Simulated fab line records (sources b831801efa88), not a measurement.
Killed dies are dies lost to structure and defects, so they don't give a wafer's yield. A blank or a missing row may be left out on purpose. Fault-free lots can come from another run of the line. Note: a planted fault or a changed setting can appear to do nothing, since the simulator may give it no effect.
The tool behind it: which one? / flow sky130 / 10 lots, 30 wafers sampled, at 3 steps of a route of 708

WHAT EACH GAUGE READ, for each wafer
SKY_METAL5_THK_MEAS_06: measures by xrf.
lot=L139; measured=day 42 13:50; on=film-metro-02; METAL5_ALCU_THK (nm)=1180 1167 1182
lot=L141; measured=day 43 14:06; on=film-metro-02; METAL5_ALCU_THK (nm)=1177 1176 1177
lot=L142; measured=day 43 15:25; on=film-metro-02; METAL5_ALCU_THK (nm)=1166 1161 1166
lot=L145; measured=day 44 08:37; on=film-metro-04; METAL5_ALCU_THK (nm)=1367 1369 1369
lot=L144; measured=day 44 12:50; on=film-metro-02; METAL5_ALCU_THK (nm)=1357 1380 1363
lot=L153; measured=day 46 14:48; on=film-metro-01; METAL5_ALCU_THK (nm)=1163 1164 1158
lot=L154; measured=day 46 23:01; on=film-metro-01; METAL5_ALCU_THK (nm)=1159 1167 1154
lot=L152; measured=day 47 04:23; on=film-metro-01; METAL5_ALCU_THK (nm)=1158 1162 1172
lot=L157; measured=day 47 10:08; on=film-metro-04; METAL5_ALCU_THK (nm)=1138 1149 1146
lot=L160; measured=day 48 03:11; on=film-metro-01; METAL5_ALCU_THK (nm)=1150 1173 1164

WHICH TOOL RAN EACH LOT (tool, then ch and the chambers of the sampled wafers, then the start)
lot=L139; SKY_METAL4_SPUTTER_03=pvd-sputter-02, day 39 10:13; SKY_METAL5_SPUTTER_04=pvd-sputter-01, day 42 13:40
lot=L141; SKY_METAL4_SPUTTER_03=pvd-sputter-04, day 40 11:30; SKY_METAL5_SPUTTER_04=pvd-sputter-01, day 43 13:56
lot=L142; SKY_METAL4_SPUTTER_03=pvd-sputter-02, day 40 13:02; SKY_METAL5_SPUTTER_04=pvd-sputter-02, day 43 15:14
lot=L145; SKY_METAL4_SPUTTER_03=pvd-sputter-02, day 41 07:52; SKY_METAL5_SPUTTER_04=pvd-sputter-02, day 44 08:25
lot=L144; SKY_METAL4_SPUTTER_03=pvd-sputter-04, day 41 11:19; SKY_METAL5_SPUTTER_04=pvd-sputter-02, day 44 12:39
lot=L153; SKY_METAL4_SPUTTER_03=pvd-sputter-02, day 43 18:44; SKY_METAL5_SPUTTER_04=pvd-sputter-02, day 46 14:38
lot=L154; SKY_METAL4_SPUTTER_03=pvd-sputter-03, day 44 03:26; SKY_METAL5_SPUTTER_04=pvd-sputter-02, day 46 22:50
lot=L152; SKY_METAL4_SPUTTER_03=pvd-sputter-04, day 44 08:38; SKY_METAL5_SPUTTER_04=pvd-sputter-02, day 47 04:12
lot=L157; SKY_METAL4_SPUTTER_03=pvd-sputter-03, day 44 15:19; SKY_METAL5_SPUTTER_04=pvd-sputter-02, day 47 09:56
lot=L160; SKY_METAL4_SPUTTER_03=pvd-sputter-02, day 45 09:56; SKY_METAL5_SPUTTER_04=pvd-sputter-03, day 48 02:59
- SKY_METAL4_SPUTTER_03: material Ti, target thk 5 nm, time 3.3 s.
- SKY_METAL5_SPUTTER_04: material TiN, target thk 70 nm, time 58.3 s.

THE ANSWER, worked out from the rows above alone
Rule: the usual values come from the lots themselves. Put in order of their means at a reading, lots are off if they are a third of the lots or fewer, leave a main group of 4 or more, and stand apart from it by a gap of 3 or more times the standard deviation of the main group's means; of several such gaps the widest counts. A main group whose means are all the same, to the digits that the tables above print for the reading, isn't used. A lot without any number at a reading at which 4 lots or more have one is off too. The other lots that the step has rows for count as sound.
Off: L145, L144, seen at SKY_METAL5_THK_MEAS_06 (METAL5_ALCU_THK). Mean 1164 nm and standard deviation 9.5 in the main group.
A tool fits if, at a process step before that reading, it ran every lot that is off, and no sound lot after the first of them. Those tools and the gauges at SKY_METAL5_THK_MEAS_06 are tried in the same way. None of those tried fits.

WHAT WAS PUT IN BY THE SIMULATOR
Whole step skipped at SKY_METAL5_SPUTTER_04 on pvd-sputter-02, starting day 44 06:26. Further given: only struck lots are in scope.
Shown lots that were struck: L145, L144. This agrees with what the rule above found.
